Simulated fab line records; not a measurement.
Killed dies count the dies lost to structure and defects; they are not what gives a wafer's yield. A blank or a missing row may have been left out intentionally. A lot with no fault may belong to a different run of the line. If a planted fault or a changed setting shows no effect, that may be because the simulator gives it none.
Which of the tools did it? :: flow sky130 :: 24 lots, 72 wafers sampled, at 6 steps of a route of 708

== WHAT THE GAUGES SHOWED, per wafer ==
SKY_NWELL_RS_MEAS_29: the measuring method here is four-point-probe. Usual: NWELL_RS gives 625.1 ohm/sq (standard deviation 1.7).
lot: L074
measured: day 5 06:07
on: film metro-02
NWELL_RS (ohm/sq): 625.1 628.1 625.4
flag: 

lot: L075
measured: day 5 14:40
on: film metro-04
NWELL_RS (ohm/sq): 626.5 626.4 624.9
flag: 

lot: L076
measured: day 5 18:14
on: film metro-02
NWELL_RS (ohm/sq): 626.0 623.8 626.2
flag: 

lot: L077
measured: day 6 03:19
on: film metro-01
NWELL_RS (ohm/sq): 623.5 625.7 622.4
flag: 

lot: L078
measured: day 6 10:05
on: film metro-01
NWELL_RS (ohm/sq): 624.8 626.3 624.9
flag: 

lot: L079
measured: day 6 14:53
on: film metro-04
NWELL_RS (ohm/sq): 629.0 626.9 627.7
flag: 

lot: L080
measured: day 6 15:55
on: film metro-02
NWELL_RS (ohm/sq): 623.9 624.1 623.8
flag: 

lot: L081
measured: day 7 00:10
on: film metro-01
NWELL_RS (ohm/sq): 625.1 625.4 624.6
flag: 

lot: L082
measured: day 7 14:11
on: film metro-02
NWELL_RS (ohm/sq): 626.1 623.6 624.5
flag: 

lot: L084
measured: day 7 23:35
on: film metro-01
NWELL_RS (ohm/sq): 625.7 622.9 625.7
flag: 

lot: L083
measured: day 8 00:22
on: film metro-01
NWELL_RS (ohm/sq): 625.8 624.7 624.8
flag: 

lot: L085
measured: day 8 08:02
on: film metro-01
NWELL_RS (ohm/sq): 625.0 624.0 625.1
flag: 

lot: L086
measured: day 8 09:50
on: film metro-04
NWELL_RS (ohm/sq): 625.5 626.6 627.4
flag: 

lot: L087
measured: day 8 15:13
on: film metro-04
NWELL_RS (ohm/sq): 626.0 626.9 625.9
flag: 

lot: L088
measured: day 8 20:45
on: film metro-01
NWELL_RS (ohm/sq): 625.8 625.3 626.6
flag: 

lot: L089
measured: day 9 01:14
on: film metro-04
NWELL_RS (ohm/sq): 627.9 626.6 627.2
flag: 

lot: L090
measured: day 9 08:35
on: film metro-04
NWELL_RS (ohm/sq): 624.4 625.5 625.9
flag: 

lot: L091
measured: day 9 12:02
on: film metro-04
NWELL_RS (ohm/sq): 626.3 626.9 624.5
flag: 

lot: L092
measured: day 9 22:04
on: film metro-01
NWELL_RS (ohm/sq): 621.6 623.8 621.5
flag: 

lot: L094
measured: day 10 08:41
on: film metro-01
NWELL_RS (ohm/sq): 625.1 624.4 624.8
flag: 

lot: L095
measured: day 10 12:05
on: film metro-02
NWELL_RS (ohm/sq): 620.5 622.6 622.7
flag: 

lot: L093
measured: day 10 14:13
on: film metro-04
NWELL_RS (ohm/sq): 621.9 625.1 623.6
flag: 

lot: L096
measured: day 10 21:37
on: film metro-01
NWELL_RS (ohm/sq): 624.2 624.1 624.8
flag: 

lot: L097
measured: day 11 02:17
on: film metro-04
NWELL_RS (ohm/sq): 626.9 627.0 625.4
flag: 

SKY_VIA2_RS_MEAS_22: the measuring method here is four-point-probe. Usual: VIA2_W_RS gives 0.2765 ohm/sq (standard deviation 0.0029).
lot: L074
measured: day 36 06:38
on: film metro-02
VIA2_W_RS (ohm/sq): 0.2766 0.2739 0.2765
flag: 

lot: L075
measured: day 36 10:58
on: film metro-04
VIA2_W_RS (ohm/sq): 0.2743 0.2831 0.2804
flag: 

lot: L076
measured: day 37 00:32
on: film metro-02
VIA2_W_RS (ohm/sq): 0.2764 0.2754 0.2810
flag: 

lot: L077
measured: day 37 18:55
on: film metro-03
VIA2_W_RS (ohm/sq): 0.2748 0.2743 0.2744
flag: 

lot: L078
measured: day 37 19:23
on: film metro-02
VIA2_W_RS (ohm/sq): 0.2741 0.2781 0.2750
flag: 

lot: L079
measured: day 38 03:26
on: film metro-03
VIA2_W_RS (ohm/sq): 0.2763 0.2806 0.2738
flag: 

lot: L080
measured: day 38 01:52
on: film metro-04
VIA2_W_RS (ohm/sq): 0.2803 0.2758 0.2741
flag: 

lot: L081
measured: day 38 11:31
on: film metro-03
VIA2_W_RS (ohm/sq): 0.2755 0.2799 0.2783
flag: 

lot: L082
measured: day 39 09:55
on: film metro-02
VIA2_W_RS (ohm/sq): 0.2741 0.2789 0.2734
flag: 

lot: L084
measured: day 39 11:19
on: film metro-02
VIA2_W_RS (ohm/sq): 0.2732 0.2785 0.2750
flag: 

lot: L083
measured: day 39 17:01
on: film metro-02
VIA2_W_RS (ohm/sq): 0.2740 0.2790 0.2794
flag: 

lot: L085
measured: day 40 00:23
on: film metro-02
VIA2_W_RS (ohm/sq): 0.2774 0.2767 0.2756
flag: 

lot: L086
measured: day 40 01:45
on: film metro-04
VIA2_W_RS (ohm/sq): 0.2799 0.2786 0.2747
flag: 

lot: L087
measured: day 40 12:36
on: film metro-04
VIA2_W_RS (ohm/sq): 0.2739 0.2726 0.2708
flag: 

lot: L088
measured: day 40 18:41
on: film metro-04
VIA2_W_RS (ohm/sq): 0.2774 0.2794 0.2783
flag: 

lot: L089
measured: day 40 22:08
on: film metro-04
VIA2_W_RS (ohm/sq): 0.2762 0.2766 0.2747
flag: 

lot: L090
measured: day 41 02:41
on: film metro-04
VIA2_W_RS (ohm/sq): 0.2765 0.2778 0.2758
flag: 

lot: L091
measured: day 41 14:12
on: film metro-02
VIA2_W_RS (ohm/sq): 0.2768 0.2734 0.2760
flag: 

lot: L092
measured: day 41 22:08
on: film metro-02
VIA2_W_RS (ohm/sq): 0.2802 0.2821 0.2842
flag: 

lot: L094
measured: day 42 05:34
on: film metro-02
VIA2_W_RS (ohm/sq): 0.2747 0.2783 0.2743
flag: 

lot: L095
measured: day 42 12:53
on: film metro-04
VIA2_W_RS (ohm/sq): 0.2820 0.2744 0.2773
flag: 

lot: L093
measured: day 42 12:10
on: film metro-02
VIA2_W_RS (ohm/sq): 0.2767 0.2753 0.2764
flag: 

lot: L096
measured: day 42 18:28
on: film metro-03
VIA2_W_RS (ohm/sq): 0.2784 0.2729 0.2729
flag: 

lot: L097
measured: day 43 01:04
on: film metro-04
VIA2_W_RS (ohm/sq): 0.2736 0.2737 0.2708
flag: 

SKY_METAL3_OVL_MEAS_14. Usual: METAL3_OVL gives -5 nm (standard deviation 4.3).
lot: L074
measured: day 38 12:01
on: overlay-02
METAL3_OVL (nm): -4 -5 -1
flag: 

lot: L075
measured: day 38 16:08
on: overlay-02
METAL3_OVL (nm): -12 -9 -10
flag: 

lot: L076
measured: day 39 04:55
on: overlay-01
METAL3_OVL (nm): -4 -1 -5
flag: 

lot: L077
measured: day 39 22:20
on: overlay-02
METAL3_OVL (nm): 5 -3 5
flag: 

lot: L078
measured: day 39 23:49
on: overlay-01
METAL3_OVL (nm): -6 0 0
flag: 

lot: L079
measured: day 40 07:10
on: overlay-01
METAL3_OVL (nm): -7 -9 -12
flag: 

lot: L080
measured: day 40 04:58
on: overlay-01
METAL3_OVL (nm): -1 4 5
flag: 

lot: L081
measured: day 40 14:26
on: overlay-01
METAL3_OVL (nm): -3 -9 -9
flag: 

lot: L082
measured: day 41 11:31
on: overlay-02
METAL3_OVL (nm): -6 -4 -2
flag: 

lot: L084
measured: day 41 13:37
on: overlay-01
METAL3_OVL (nm): -3 -12 -7
flag: 

lot: L083
measured: day 41 19:24
on: overlay-01
METAL3_OVL (nm): 2 -6 -5
flag: 

lot: L085
measured: day 42 01:23
on: overlay-01
METAL3_OVL (nm): 0 -5 -6
flag: 

lot: L086
measured: day 42 03:19
on: overlay-02
METAL3_OVL (nm): -10 -7 -10
flag: 

lot: L087
measured: day 42 13:35
on: overlay-01
METAL3_OVL (nm): 0 -8 -5
flag: 

lot: L088
measured: day 42 19:52
on: overlay-02
METAL3_OVL (nm): -2 -9 -6
flag: 

lot: L089
measured: day 42 22:34
on: overlay-02
METAL3_OVL (nm): -10 -4 -11
flag: 

lot: L090
measured: day 43 03:32
on: overlay-01
METAL3_OVL (nm): -2 1 -6
flag: 

lot: L091
measured: day 43 14:23
on: overlay-01
METAL3_OVL (nm): -4 -2 -8
flag: 

lot: L092
measured: day 43 22:29
on: overlay-02
METAL3_OVL (nm): -7 -5 -8
flag: 

lot: L094
measured: day 44 04:55
on: overlay-02
METAL3_OVL (nm): -8 -9 -4
flag: 

lot: L095
measured: day 44 11:56
on: overlay-02
METAL3_OVL (nm): -1 -7 -8
flag: 

lot: L093
measured: day 44 10:02
on: overlay-02
METAL3_OVL (nm): 0 -9 -5
flag: 

lot: L096
measured: day 44 17:41
on: overlay-02
METAL3_OVL (nm): -12 -5 -10
flag: 

lot: L097
measured: day 44 22:38
on: overlay-02
METAL3_OVL (nm): -10 -6 -4
flag: 

SKY_VIA3_BOW_MEAS_03. Usual: VIA3_BOW gives 79 um (standard deviation 7.3).
lot: L074
measured: day 38 13:29
on: film metro-04
VIA3_BOW (um): 83 82 81
flag: 

lot: L075
measured: day 38 17:56
on: film metro-01
VIA3_BOW (um): 74 77 86
flag: 

lot: L076
measured: day 39 06:34
on: film metro-04
VIA3_BOW (um): 89 74 77
flag: 

lot: L077
measured: day 39 23:51
on: film metro-04
VIA3_BOW (um): 85 82 76
flag: 

lot: L078
measured: day 40 01:17
on: film metro-03
VIA3_BOW (um): 81 79 87
flag: 

lot: L079
measured: day 40 08:47
on: film metro-01
VIA3_BOW (um): 69 84 75
flag: 

lot: L080
measured: day 40 06:32
on: film metro-03
VIA3_BOW (um): 84 68 77
flag: 

lot: L081
measured: day 40 15:56
on: film metro-01
VIA3_BOW (um): 64 75 70
flag: 

lot: L082
measured: day 41 13:10
on: film metro-04
VIA3_BOW (um): 93 95 89
flag: 

lot: L084
measured: day 41 15:19
on: film metro-01
VIA3_BOW (um): 81 81 85
flag: 

lot: L083
measured: day 41 20:55
on: film metro-03
VIA3_BOW (um): 79 75 70
flag: 

lot: L085
measured: day 42 02:52
on: film metro-03
VIA3_BOW (um): 83 62 79
flag: 

lot: L086
measured: day 42 04:51
on: film metro-03
VIA3_BOW (um): 83 73 82
flag: 

lot: L087
measured: day 42 15:04
on: film metro-04
VIA3_BOW (um): 79 94 84
flag: 

lot: L088
measured: day 42 21:23
on: film metro-03
VIA3_BOW (um): 73 77 83
flag: 

lot: L089
measured: day 43 00:13
on: film metro-04
VIA3_BOW (um): 85 65 70
flag: 

lot: L090
measured: day 43 05:02
on: film metro-01
VIA3_BOW (um): 80 79 81
flag: 

lot: L091
measured: day 43 15:59
on: film metro-04
VIA3_BOW (um): 81 79 81
flag: 

lot: L092
measured: day 44 00:03
on: film metro-04
VIA3_BOW (um): 85 72 74
flag: 

lot: L094
measured: day 44 06:28
on: film metro-04
VIA3_BOW (um): 85 92 95
flag: 

lot: L095
measured: day 44 13:31
on: film metro-04
VIA3_BOW (um): 74 77 83
flag: 

lot: L093
measured: day 44 11:35
on: film metro-01
VIA3_BOW (um): 91 81 85
flag: 

lot: L096
measured: day 44 19:10
on: film metro-03
VIA3_BOW (um): 85 87 85
flag: 

lot: L097
measured: day 45 00:07
on: film metro-04
VIA3_BOW (um): 71 78 76
flag: 

== TOOL THAT RAN EACH LOT (tool first, then ch and the chambers of the sampled wafers, then the start) ==
lot: L074
SKY_CONTACT_ETCH_18: rie diel-01 ch 0,2,3, day 35 02:14 or earlier
SKY_VIA2_CMP_02: cmp-01 ch 0,2,3, day 35 02:14

lot: L075
SKY_CONTACT_ETCH_18: rie diel-04 ch 0,1,3, day 35 07:02 or earlier
SKY_VIA2_CMP_02: cmp-01 ch 0,3, day 35 07:02

lot: L076
SKY_CONTACT_ETCH_18: rie diel-02 ch 0,1,3, day 35 21:23 or earlier
SKY_VIA2_CMP_02: cmp-01 ch 0,1,3, day 35 21:23

lot: L077
SKY_CONTACT_ETCH_18: rie diel-04 ch 0,1,3, day 36 15:11 or earlier
SKY_VIA2_CMP_02: cmp-01 ch 0,1,2, day 36 15:11

lot: L078
SKY_CONTACT_ETCH_18: rie diel-01 ch 0,3, day 36 16:06 or earlier
SKY_VIA2_CMP_02: cmp-01 ch 1,2,3, day 36 16:06

lot: L079
SKY_CONTACT_ETCH_18: rie diel-04 ch 1,2,3, day 37 00:07 or earlier
SKY_VIA2_CMP_02: cmp-01 ch 0,1, day 37 00:07

lot: L080
SKY_CONTACT_ETCH_18: rie diel-02 ch 0,1, day 36 22:25 or earlier
SKY_VIA2_CMP_02: cmp-01 ch 1,3, day 36 22:25

lot: L081
SKY_CONTACT_ETCH_18: rie diel-01 ch 1,2, day 37 08:14 or earlier
SKY_VIA2_CMP_02: cmp-01 ch 1,2, day 37 08:14

lot: L082
SKY_CONTACT_ETCH_18: rie diel-01 ch 1,2, day 38 07:08 or earlier
SKY_VIA2_CMP_02: cmp-02 ch 0,1,3, day 38 07:08

lot: L084
SKY_CONTACT_ETCH_18: rie diel-04 ch 1,2,3, day 38 08:56 or earlier
SKY_VIA2_CMP_02: cmp-02 ch 0,3, day 38 08:56

lot: L083
SKY_CONTACT_ETCH_18: rie diel-01 ch 1,2, day 38 15:11 or earlier
SKY_VIA2_CMP_02: cmp-02 ch 0,3, day 38 15:11

lot: L085
SKY_CONTACT_ETCH_18: rie diel-04 ch 1,2, day 38 22:34 or earlier
SKY_VIA2_CMP_02: cmp-01 ch 1,2,3, day 38 22:34

lot: L086
SKY_CONTACT_ETCH_18: rie diel-01 ch 1,2,3, day 38 23:37 or earlier
SKY_VIA2_CMP_02: cmp-02 ch 0,1,3, day 38 23:37

lot: L087
SKY_CONTACT_ETCH_18: rie diel-01 ch 0,2, day 39 10:22 or earlier
SKY_VIA2_CMP_02: cmp-02 ch 0,1,3, day 39 10:22

lot: L088
SKY_CONTACT_ETCH_18: rie diel-01 ch 0,1, day 39 16:38 or earlier
SKY_VIA2_CMP_02: cmp-02 ch 0,2, day 39 16:38

lot: L089
SKY_CONTACT_ETCH_18: rie diel-01 ch 0,1,2, day 39 20:56 or earlier
SKY_VIA2_CMP_02: cmp-02 ch 0,1,2, day 39 20:56

lot: L090
SKY_CONTACT_ETCH_18: rie diel-01 ch 1,2, day 40 01:34 or earlier
SKY_VIA2_CMP_02: cmp-02 ch 0,1,3, day 40 01:34

lot: L091
SKY_CONTACT_ETCH_18: rie diel-04 ch 0,1,3, day 40 13:06 or earlier
SKY_VIA2_CMP_02: cmp-02 ch 0,1,2, day 40 13:06

lot: L092
SKY_CONTACT_ETCH_18: rie diel-01 ch 0,1, day 40 20:47 or earlier
SKY_VIA2_CMP_02: cmp-02 ch 1,2,3, day 40 20:47

lot: L094
SKY_CONTACT_ETCH_18: rie diel-01 ch 0,1,2, day 41 04:37 or earlier
SKY_VIA2_CMP_02: cmp-01 ch 0,1,3, day 41 04:37

lot: L095
SKY_CONTACT_ETCH_18: rie diel-01 ch 0,1,3, day 41 12:13 or earlier
SKY_VIA2_CMP_02: cmp-02 ch 0,2,3, day 41 12:13

lot: L093
SKY_CONTACT_ETCH_18: rie diel-01 ch 1,2, day 41 11:28 or earlier
SKY_VIA2_CMP_02: cmp-02 ch 0,3, day 41 11:28

lot: L096
SKY_CONTACT_ETCH_18: rie diel-04 ch 0,2,3, day 41 17:41 or earlier
SKY_VIA2_CMP_02: cmp-02 ch 1,2,3, day 41 17:41

lot: L097
SKY_CONTACT_ETCH_18: rie diel-04 ch 0,1,2, day 42 00:38 or earlier
SKY_VIA2_CMP_02: cmp-01 ch 0,1,3, day 42 00:38
- SKY_CONTACT_ETCH_18: etches Si3N4 in CHF3/O2, stops on TiN, time 39 s, target depth 75 nm.
- SKY_VIA2_CMP_02: polishes SiO2.

== WHAT THE TOOLS THEMSELVES READ (means of the sampled wafers that have a number; where no wafer has one, the mark that the record gives instead) ==
SKY_CONTACT_ETCH_18. Usual: O2_flow_sccm 5.000 sccm, standard deviation 0.015; drypump motor current A 5.7 A, standard deviation 0.66; oes product au 0.855 a.u., standard deviation 0.0086; throttle valve pct 8.795 %, standard deviation 0.0092.
lot: L074
tool: rie diel-01
O2_flow_sccm (sccm): 4.995
drypump motor current A (A): 6.0
oes product au (a.u.): 0.851
throttle valve pct (%): 8.788
flag: 

lot: L075
tool: rie diel-04
O2_flow_sccm (sccm): 5.001
drypump motor current A (A): 5.5
oes product au (a.u.): 0.849
throttle valve pct (%): 8.794
flag: 

lot: L076
tool: rie diel-02
O2_flow_sccm (sccm): 4.984
drypump motor current A (A): 5.0
oes product au (a.u.): 0.860
throttle valve pct (%): 8.794
flag: 

lot: L077
tool: rie diel-04
O2_flow_sccm (sccm): 5.001
drypump motor current A (A): 5.5
oes product au (a.u.): 0.848
throttle valve pct (%): 8.797
flag: 

lot: L078
tool: rie diel-01
O2_flow_sccm (sccm): 5.008
drypump motor current A (A): 5.8
oes product au (a.u.): 0.858
throttle valve pct (%): 8.795
flag: 

lot: L079
tool: rie diel-04
O2_flow_sccm (sccm): 5.003
drypump motor current A (A): 5.8
oes product au (a.u.): 0.855
throttle valve pct (%): 8.801
flag: 

lot: L080
tool: rie diel-02
O2_flow_sccm (sccm): 5.020
drypump motor current A (A): 5.1
oes product au (a.u.): 0.854
throttle valve pct (%): 8.787
flag: 

lot: L081
tool: rie diel-01
O2_flow_sccm (sccm): 4.996
drypump motor current A (A): 6.2
oes product au (a.u.): 0.857
throttle valve pct (%): 8.802
flag: 

lot: L082
tool: rie diel-01
O2_flow_sccm (sccm): 5.000
drypump motor current A (A): 5.6
oes product au (a.u.): 0.858
throttle valve pct (%): 8.794
flag: 

lot: L084
tool: rie diel-04
O2_flow_sccm (sccm): 5.016
drypump motor current A (A): 5.8
oes product au (a.u.): 0.850
throttle valve pct (%): 8.798
flag: 

lot: L083
tool: rie diel-01
O2_flow_sccm (sccm): 5.007
drypump motor current A (A): 5.6
oes product au (a.u.): 0.850
throttle valve pct (%): 8.798
flag: 

lot: L085
tool: rie diel-04
O2_flow_sccm (sccm): 5.001
drypump motor current A (A): 5.9
oes product au (a.u.): 0.857
throttle valve pct (%): 8.800
flag: 

lot: L086
tool: rie diel-01
O2_flow_sccm (sccm): 4.999
drypump motor current A (A): 5.6
oes product au (a.u.): 0.848
throttle valve pct (%): 8.796
flag: 

lot: L087
tool: rie diel-01
O2_flow_sccm (sccm): 5.001
drypump motor current A (A): 6.3
oes product au (a.u.): 0.861
throttle valve pct (%): 8.785
flag: 

lot: L088
tool: rie diel-01
O2_flow_sccm (sccm): 5.007
drypump motor current A (A): 5.4
oes product au (a.u.): 0.865
throttle valve pct (%): 8.793
flag: 

lot: L089
tool: rie diel-01
O2_flow_sccm (sccm): 4.978
drypump motor current A (A): 6.0
oes product au (a.u.): 0.858
throttle valve pct (%): 8.798
flag: 

lot: L090
tool: rie diel-01
O2_flow_sccm (sccm): 5.010
drypump motor current A (A): 6.2
oes product au (a.u.): 0.851
throttle valve pct (%): 8.795
flag: 

lot: L091
tool: rie diel-04
O2_flow_sccm (sccm): 5.009
drypump motor current A (A): 5.5
oes product au (a.u.): 0.859
throttle valve pct (%): 8.800
flag: 

lot: L092
tool: rie diel-01
O2_flow_sccm (sccm): 4.999
drypump motor current A (A): 5.7
oes product au (a.u.): 0.857
throttle valve pct (%): 8.798
flag: 

lot: L094
tool: rie diel-01
O2_flow_sccm (sccm): 5.002
drypump motor current A (A): 5.9
oes product au (a.u.): 0.863
throttle valve pct (%): 8.791
flag: 

lot: L095
tool: rie diel-01
O2_flow_sccm (sccm): 5.005
drypump motor current A (A): 5.4
oes product au (a.u.): 0.855
throttle valve pct (%): 8.797
flag: 

lot: L093
tool: rie diel-01
O2_flow_sccm (sccm): 5.003
drypump motor current A (A): 5.6
oes product au (a.u.): 0.845
throttle valve pct (%): 8.785
flag: 

lot: L096
tool: rie diel-04
O2_flow_sccm (sccm): 4.997
drypump motor current A (A): 5.9
oes product au (a.u.): 0.849
throttle valve pct (%): 8.791
flag: 

lot: L097
tool: rie diel-04
O2_flow_sccm (sccm): 5.011
drypump motor current A (A): 5.7
oes product au (a.u.): 0.855
throttle valve pct (%): 8.789
flag: 

SKY_VIA2_CMP_02. Usual: motor current A 12.4 A, standard deviation 1.6.
lot: L074
tool: cmp-01
motor current A (A): 12.0
flag: 

lot: L075
tool: cmp-01
motor current A (A): 13.0
flag: 

lot: L076
tool: cmp-01
motor current A (A): 13.4
flag: 

lot: L077
tool: cmp-01
motor current A (A): 11.9
flag: 

lot: L078
tool: cmp-01
motor current A (A): 12.2
flag: 

lot: L079
tool: cmp-01
motor current A (A): 13.4
flag: 

lot: L080
tool: cmp-01
motor current A (A): 14.3
flag: 

lot: L081
tool: cmp-01
motor current A (A): 11.0
flag: 

lot: L082
tool: cmp-02
motor current A (A): 11.8
flag: 

lot: L084
tool: cmp-02
motor current A (A): 11.4
flag: 

lot: L083
tool: cmp-02
motor current A (A): 11.8
flag: 

lot: L085
tool: cmp-01
motor current A (A): 12.4
flag: 

lot: L086
tool: cmp-02
motor current A (A): 12.0
flag: 

lot: L087
tool: cmp-02
motor current A (A): 11.8
flag: 

lot: L088
tool: cmp-02
motor current A (A): 12.0
flag: 

lot: L089
tool: cmp-02
motor current A (A): 12.4
flag: 

lot: L090
tool: cmp-02
motor current A (A): 12.0
flag: 

lot: L091
tool: cmp-02
motor current A (A): 12.4
flag: 

lot: L092
tool: cmp-02
motor current A (A): 12.9
flag: 

lot: L094
tool: cmp-01
motor current A (A): 13.9
flag: 

lot: L095
tool: cmp-02
motor current A (A): 12.1
flag: 

lot: L093
tool: cmp-02
motor current A (A): 11.3
flag: 

lot: L096
tool: cmp-02
motor current A (A): 12.6
flag: 

lot: L097
tool: cmp-01
motor current A (A): 13.4
flag: 

== THE ANSWER, worked out from the rows above alone ==
Rule: a lot is off if the mean of its wafers that have a number lies more than 3 standard deviations from the usual mean. A lot without any number at a reading at which 4 lots or more have one is off too. Any other lot the step has rows for is counted as sound. First the gauges in route order, then the tools' own readings, where a lot's mean is used as printed above. The first step at which some lot is off is used, and at that step the reading that is off furthest; a lot without a number counts as furthest.
No lot is off at any reading shown: from this, nothing can be told.

== WHAT HAD BEEN PUT IN BY THE SIMULATOR ==
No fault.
